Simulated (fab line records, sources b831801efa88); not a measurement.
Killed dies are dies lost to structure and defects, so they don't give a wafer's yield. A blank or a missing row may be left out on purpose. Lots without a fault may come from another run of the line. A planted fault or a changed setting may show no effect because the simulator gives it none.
Chamber matching | flow gf180mcu | GF_STI_WET_ETCH_26 on wet_bench-04: 3 sister chambers
The step etches SiO2 in dHF, target depth 94 nm, time 188 s. 14 wafers are shown with their chamber, then 7 later ones without.

WAFERS WITH THEIR CHAMBER
wafer  | chamber | run_length_s (s) | bath_heat_duty_pct (%)
L608.2 | 0       | 215              | 5.7
L608.3 | 0       | 215              | 5.4
L608.4 | 0       | 215              | 6.5
L620.1 | 3       | 214              | 7.1
L620.2 | 3       | 214              | 6.4
L620.3 | 3       | 214              | 6.6
L621.3 | 0       | 223              | 5.7
L621.4 | 0       | 223              | 5.3
L621.5 | 0       | 223              | 5.2
L624.1 | 1       | 223              | 6.6
L624.3 | 1       | 223              | 6.1
L624.6 | 1       | 223              | 6.4
L626.2 | 0       | 216              | 5.2
L626.4 | 0       | 216              | 6.7

SIGNATURES (means of the wafers above)
reading            | chamber 0 | chamber 1 | chamber 3 | scatter within a chamber
run_length_s       | 218.25    | 223.00    | 214.00    | 3.16
bath_heat_duty_pct | 5.713     | 6.367     | 6.700     | 0.502
Rule: a wafer's distance from a chamber is the root of the sum, over the readings, of the square of ((its reading less the chamber's mean) divided by the reading's scatter). The wafer belongs to the nearest chamber; if the next one is less than 2 further off, it can't be placed. The scatter: the root of (the sum of the squares of (reading less its chamber's mean) over the shown wafers, divided by (wafers less chambers)).

WAFERS WITHOUT THEIR CHAMBER
wafer  | run_length_s (s) | bath_heat_duty_pct (%)
L626.6 | 216              | 4.9
L628.1 | 214              | 6.3
L628.4 | 214              | 6.6
L628.5 | 214              | 6.4
L629.2 | 215              | 5.4
L629.3 | 215              | 5.5
L629.6 | 215              | 5.9

WHICH CHAMBER EACH WENT THROUGH
wafer  | from the rows above          | in truth
L626.6 | can't be placed: 0 or 3 or 1 | 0
L628.1 | can't be placed: 3 or 0      | 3
L628.4 | 3                            | 3
L628.5 | can't be placed: 3 or 0      | 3
L629.2 | can't be placed: 0 or 3 or 1 | 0
L629.3 | can't be placed: 0 or 3 or 1 | 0
L629.6 | can't be placed: 0 or 3 or 1 | 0
Placed correctly: 1 of 7. Can't be placed from these rows: 6 (the true chamber is among the candidates in 6). Placed wrongly: 0.
